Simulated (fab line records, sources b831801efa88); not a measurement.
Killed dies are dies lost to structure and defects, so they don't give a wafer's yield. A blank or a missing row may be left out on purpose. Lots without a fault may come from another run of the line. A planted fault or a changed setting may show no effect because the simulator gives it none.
Problem report in the 8D (eight disciplines) form, filled by code | flow sky130 | the parts of the form that need people (team, actions taken, sign-off) are left out

1. THE PROBLEM
LDD_HVP_TW at SKY_LDD_HVP_TW_MEAS_10 reads a mean of 402 on 6 wafers of 2 lots; wafers without a fault read 460 with a standard deviation of 3.7. That is -16 standard deviations from the usual mean.
First seen on wafer L867.1, day 24 12:49, on film_metro-04. The record holds 42 wafers of 14 lots with a number at this step. Rule for "out", or "out of limits": more than 4 standard deviations from the usual mean. The other wafers with a number count as sound.

2. WHAT IT IS AND WHAT IT IS NOT
question                    | is                           | is not
which readings at this step | LDD_HVP_TW                   | -
which lots                  | L867, L868                   | L860, L864, L873, L874, L875, L876, L878, L879, L880, L881, L882, L883
which wafers of those lots  | all that have a number       | -
read on which gauges        | film_metro-01, film_metro-04 | film_metro-03
when                        | from day 24 12:49            | up to then (6 sound wafers); but 30 sound wafers of L873, L874, L875, L876, L878, L879, L880, L881, L882, L883 came after

3. SUSPECTS, AND WHAT RULES EACH OUT
Counting: a tool at a process step up to the reading stays a suspect if it ran every lot that is out and no sound lot after the first of them.
- the gauge at SKY_LDD_HVP_TW_MEAS_10: ruled out. The wafers that are out were read on 2 gauges (film_metro-01, film_metro-04).
- implanter-02 at SKY_LDD_HVP_IMPLANT_08: ruled out as a lasting fault. Sound lots L876, L879, L881, L882 ran on it after its first lot that is out, L867 (day 24 12:34).
Left after counting: nothing in the record.

4. THE CAUSE (what the simulator had put in)
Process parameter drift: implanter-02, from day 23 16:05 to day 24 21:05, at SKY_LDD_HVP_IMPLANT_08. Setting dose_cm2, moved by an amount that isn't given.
Counting ruled it out, wrongly: the rule takes a fault to strike every lot that its tool runs from its start on, and this one did not.

5. THE CHAIN OF EFFECTS, in route order
Each row: a reading whose mean over the struck wafers that have a number lies more than 3 standard deviations from the usual. Only readings for which the record gives a usual standard deviation are gone through. hours: the time from each lot's start at the first step in this table that gives one to its start at this step, as a median over the lots. sigmas: the change in usual standard deviations.
hours | step                   | reading            | usual      | on struck wafers | change      | sigmas
0     | SKY_LDD_HVP_IMPLANT_08 | dose_ions_cm2      | 1.7002e+13 | 1.0833e+13       | -6.1688e+12 | -99 or more
0     | SKY_LDD_HVP_IMPLANT_08 | faraday_current_uA | 96.0       | 60.8             | -35.2       | -22
0     | SKY_LDD_HVP_TW_MEAS_10 | LDD_HVP_TW         | 460        | 402              | -58         | -16
The process steps in it:
- SKY_LDD_HVP_IMPLANT_08
Later measuring or inspecting steps at which every struck wafer that the step has a row for has a number for every such reading, and none has moved that far: SKY_LDD_LDN_OVL_MEAS_07.

6. WHAT WOULD HAVE CAUGHT IT SOONER
In this record the first reading out of limits at a measuring or inspecting step was taken at day 24 12:49, 21 hours after the fault began at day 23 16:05.
The tool's own readings at SKY_LDD_HVP_IMPLANT_08 were out on every struck wafer that the step has a row for (dose_ions_cm2, faraday_current_uA): an alarm limit on them would have fired on the first of those.
